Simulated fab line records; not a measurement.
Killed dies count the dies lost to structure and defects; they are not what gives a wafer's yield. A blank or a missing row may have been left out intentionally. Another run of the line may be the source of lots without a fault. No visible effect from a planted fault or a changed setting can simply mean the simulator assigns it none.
fab line records -- flow sky130
record lots=14, wafers=42, last-day=50
route steps=708 shown SD_N@356 SD_P@359
lots that met no fault: taken from a fault-free run of the same line
start-h: start of the lot's first displayed wafer, in hours after the record's first day -- wait-h: hours from the lot's prior step to this one -- " the same as in the row above -- L1.1+2: a single row standing in for several wafers -- - value missing, or start not given -- * or withheld: withheld -- < > ~ a bound
route shown NAME@n: NAME is a module with steps in the file, n the number in the route of the first one -- usual: mean/standard deviation of fault-free wafers -- same: alike in all rows -- chamber/n: place in a boat -- sites: per-site readings -- _std_site: the standard deviation of these -- _edge_site: mean of outer sites minus mean of inner sites -- radius-mm: how far each site lies from the wafer's centre -- mask NAME#n: copy n -- behind: tool/chamber where the wafer was last shaped -- hold: the reason the lot was held/the length of the hold in hours/how it ended -- device: transistor that didn't switch, given as n, p or np -- end of line: the tests these same wafers got at the end of their route -- for a step that has no rows: nothing shown but its recipe -- killed: not the wafer's yield, but the dies lost to structure and defects at the first sort -- map: dies across one wafer; x = killed, . = not, _ = none there
set.NAME: the setting that was run; set.NAME@STEP: the one run at that earlier step -- model.NAME: the simulator's own value behind a step, which no gauge read
steps of the route over a sample of lots; a table a step, a row a wafer
services: a tool's chamber out of use, with start hour (start-h, from the record's first day; less than 0 if before it), hours out, and reason
## steps
# step SKY_SD_N_RTA_14
# recipe temp-c=1075, time-s=2, idle-temp-c=650, ramp-up-c-per-s=150, ramp-down-c-per-s=90, ambient=N2
# usual lamp-power-pct=15.73/0.055, wafer_temp_C_max=1078.1/1.2
lot.wafer,tool,chamber,start-h,wait-h,lamp-power-pct,wafer_temp_C_max
L227.1,rtp-anneal-01,0,637.71,0.0,15.75,1078.6
L227.4,rtp-anneal-01,0,637.71,0.0,15.77,1077.8
L227.6,rtp-anneal-01,0,637.71,0.0,15.85,1079.4
L229.2,rtp-anneal-01,0,666.97,0.0,15.72,1078.8
L229.5,rtp-anneal-01,0,666.97,0.0,15.73,1079.8
L229.6,rtp-anneal-01,0,666.97,0.0,15.64,1078.6
L231.1,rtp-anneal-02,0,678.31,0.0,15.71,1077.6
L231.3,rtp-anneal-02,0,678.31,0.0,15.75,1079.4
L231.5,rtp-anneal-02,0,678.31,0.0,15.73,1077.0
L230.1,rtp-anneal-01,0,681.55,0.0,15.80,1076.8
L230.3,rtp-anneal-01,0,681.55,0.0,15.62,1077.0
L230.6,rtp-anneal-01,0,681.55,0.0,15.69,1078.2
L232.2,rtp-anneal-02,0,685.47,0.0,15.74,1079.7
L232.3,rtp-anneal-02,0,685.47,0.0,15.79,1080.4
L232.4,rtp-anneal-02,0,685.47,0.0,15.73,1077.8
L233.1,rtp-anneal-02,0,701.61,0.0,15.69,1077.8
L233.2,rtp-anneal-02,0,701.61,0.0,15.65,1079.4
L233.5,rtp-anneal-02,0,701.61,0.0,15.74,1078.1
L234.2,rtp-anneal-02,0,705.12,0.0,15.67,1079.9
L234.4,rtp-anneal-02,0,705.12,0.0,15.66,1078.6
L234.5,rtp-anneal-02,0,705.12,0.0,15.76,1079.3
L237.1,rtp-anneal-01,0,730.07,0.0,15.05,1076.8
L237.2,rtp-anneal-01,0,730.07,0.0,15.06,1076.0
L237.5,rtp-anneal-01,0,730.07,0.0,14.98,1077.2
L240.1,rtp-anneal-01,0,750.22,0.0,15.08,1079.1
L240.2,rtp-anneal-01,0,750.22,0.0,15.13,1077.5
L240.4,rtp-anneal-01,0,750.22,0.0,14.99,1079.6
L244.1,rtp-anneal-02,0,781.33,0.0,15.69,1077.7
L244.3,rtp-anneal-02,0,781.33,0.0,15.76,1079.3
L244.6,rtp-anneal-02,0,781.33,0.0,15.72,1078.4
L246.1,rtp-anneal-02,0,795.71,0.0,15.74,1077.8
L246.2,rtp-anneal-02,0,795.71,0.0,15.68,1076.4
L246.5,rtp-anneal-02,0,795.71,0.0,15.69,1078.0
L248.1,rtp-anneal-02,0,818.89,0.0,15.68,1079.5
L248.3,rtp-anneal-02,0,818.89,0.0,15.67,1076.8
L248.6,rtp-anneal-02,0,818.89,0.0,15.68,1079.3
L249.1,rtp-anneal-01,0,827.20,0.0,15.71,1076.8
L249.2,rtp-anneal-01,0,827.20,0.0,15.70,1079.6
L249.4,rtp-anneal-01,0,827.20,0.0,15.77,1077.0
L250.1,rtp-anneal-01,0,841.31,0.0,15.75,1076.1
L250.2,rtp-anneal-01,0,841.31,0.0,15.62,1077.3
L250.4,rtp-anneal-01,0,841.31,0.0,15.60,1079.6
# step SKY_SD_N_RS_MEAS_16
# recipe thk-meas-gauge=four-point-probe
# usual SD_N_RS=68.58/0.13
lot.wafer,tool,chamber,start-h,wait-h,SD_N_RS[ohm/sq]
L227.1,film-metro-04,-,637.93,0.1,68.73
L227.4,film-metro-04,-,637.93,0.1,68.59
L227.6,film-metro-04,-,637.93,0.1,68.63
L229.2,film-metro-01,-,667.15,0.1,68.67
L229.5,film-metro-01,-,667.15,0.1,68.59
L229.6,film-metro-01,-,667.15,0.1,68.58
L231.1,film-metro-04,-,678.48,0.1,68.54
L231.3,film-metro-04,-,678.48,0.1,68.52
L231.5,film-metro-04,-,678.48,0.1,68.56
L230.1,film-metro-01,-,681.73,0.1,68.59
L230.3,film-metro-01,-,681.73,0.1,68.71
L230.6,film-metro-01,-,681.73,0.1,68.55
L232.2,film-metro-04,-,685.66,0.1,68.83
L232.3,film-metro-04,-,685.66,0.1,68.72
L232.4,film-metro-04,-,685.66,0.1,68.58
L233.1,film-metro-03,-,701.78,0.1,68.64
L233.2,film-metro-03,-,701.78,0.1,68.67
L233.5,film-metro-03,-,701.78,0.1,68.68
L234.2,film-metro-03,-,705.30,0.1,68.49
L234.4,film-metro-03,-,705.30,0.1,68.45
L234.5,film-metro-03,-,705.30,0.1,68.55
L237.1,film-metro-03,-,730.24,0.1,71.78
L237.2,film-metro-03,-,730.24,0.1,71.74
L237.5,film-metro-03,-,730.24,0.1,71.86
L240.1,film-metro-03,-,750.39,0.1,71.92
L240.2,film-metro-03,-,750.39,0.1,71.83
L240.4,film-metro-03,-,750.39,0.1,71.95
L244.1,film-metro-04,-,781.50,0.1,68.40
L244.3,film-metro-04,-,781.50,0.1,68.22
L244.6,film-metro-04,-,781.50,0.1,68.42
L246.1,film-metro-04,-,795.89,0.1,68.40
L246.2,film-metro-04,-,795.89,0.1,68.48
L246.5,film-metro-04,-,795.89,0.1,68.33
L248.1,film-metro-04,-,819.12,0.1,68.54
L248.3,film-metro-04,-,819.12,0.1,68.65
L248.6,film-metro-04,-,819.12,0.1,68.73
L249.1,film-metro-01,-,827.38,0.1,68.80
L249.2,film-metro-01,-,827.38,0.1,68.69
L249.4,film-metro-01,-,827.38,0.1,68.68
L250.1,film-metro-04,-,841.48,0.1,68.46
L250.2,film-metro-04,-,841.48,0.1,68.53
L250.4,film-metro-04,-,841.48,0.1,68.52
# step SKY_SD_N_RS_MEAS_17
# recipe thk-meas-gauge=four-point-probe
# usual SD_P_RS=147.2/0.42
lot.wafer,tool,chamber,start-h,wait-h,SD_P_RS[ohm/sq]
L227.1,film-metro-04,-,638.05,0.1,147.5
L227.4,film-metro-04,-,638.05,0.1,147.0
L227.6,film-metro-04,-,638.05,0.1,147.0
L229.2,film-metro-01,-,667.27,0.1,147.2
L229.5,film-metro-01,-,667.27,0.1,147.0
L229.6,film-metro-01,-,667.27,0.1,147.5
L231.1,film-metro-04,-,678.60,0.1,146.8
L231.3,film-metro-04,-,678.60,0.1,146.8
L231.5,film-metro-04,-,678.60,0.1,146.4
L230.1,film-metro-01,-,681.85,0.1,147.2
L230.3,film-metro-01,-,681.85,0.1,147.1
L230.6,film-metro-01,-,681.85,0.1,147.1
L232.2,film-metro-04,-,685.78,0.1,147.9
L232.3,film-metro-04,-,685.78,0.1,147.9
L232.4,film-metro-04,-,685.78,0.1,147.5
L233.1,film-metro-03,-,701.90,0.1,147.6
L233.2,film-metro-03,-,701.90,0.1,146.9
L233.5,film-metro-03,-,701.90,0.1,147.3
L234.2,film-metro-03,-,705.42,0.1,147.1
L234.4,film-metro-03,-,705.42,0.1,146.7
L234.5,film-metro-03,-,705.42,0.1,147.2
L237.1,film-metro-03,-,730.36,0.1,164.9
L237.2,film-metro-03,-,730.36,0.1,165.0
L237.5,film-metro-03,-,730.36,0.1,164.9
L240.1,film-metro-03,-,750.51,0.1,166.2
L240.2,film-metro-03,-,750.51,0.1,165.4
L240.4,film-metro-03,-,750.51,0.1,165.8
L244.1,film-metro-04,-,781.62,0.1,146.6
L244.3,film-metro-04,-,781.62,0.1,146.6
L244.6,film-metro-04,-,781.62,0.1,147.3
L246.1,film-metro-04,-,796.01,0.1,146.2
L246.2,film-metro-04,-,796.01,0.1,146.6
L246.5,film-metro-04,-,796.01,0.1,146.8
L248.1,film-metro-04,-,819.24,0.1,147.3
L248.3,film-metro-04,-,819.24,0.1,147.2
L248.6,film-metro-04,-,819.24,0.1,147.1
L249.1,film-metro-01,-,827.50,0.1,147.4
L249.2,film-metro-01,-,827.50,0.1,147.7
L249.4,film-metro-01,-,827.50,0.1,147.4
L250.1,film-metro-04,-,841.60,0.1,146.7
L250.2,film-metro-04,-,841.60,0.1,146.6
L250.4,film-metro-04,-,841.60,0.1,146.9
## services
tool,chamber,start-h,hours,kind
rtp-anneal-01,-,701.53,4.7,pm
## key
first-sign step=SKY_SD_N_RTA_14, reading=lamp-power-pct, direction=down, sigmas=12, usual=15.73, struck=15.05
effect step=SKY_SD_N_RS_MEAS_16, reading=SD_N_RS, direction=up, sigmas=25, usual=68.58, struck=71.85
effect step=SKY_SD_N_RS_MEAS_17, reading=SD_P_RS, direction=up, sigmas=43, usual=147.2, struck=165.4
met-at SKY_SD_N_RTA_14
struck-lots L237,L240
tester-left-out L237,L240
onset-between 681.55 730.07
fault kind=process-parameter-drift, tool=rtp-anneal-01, chamber=-, onset-h=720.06, steps=SKY_SD_N_RTA_14, channel=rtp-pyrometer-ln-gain, offset=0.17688, shape=step, end-h=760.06
# tester-left-out: of these lots the tester's yield and bins aren't shown, on N5 and GAA mostly nor the transistor test; their killed dies are dies lost to structure and defects alone, not to doping, threshold or leakage, so they don't give the yield
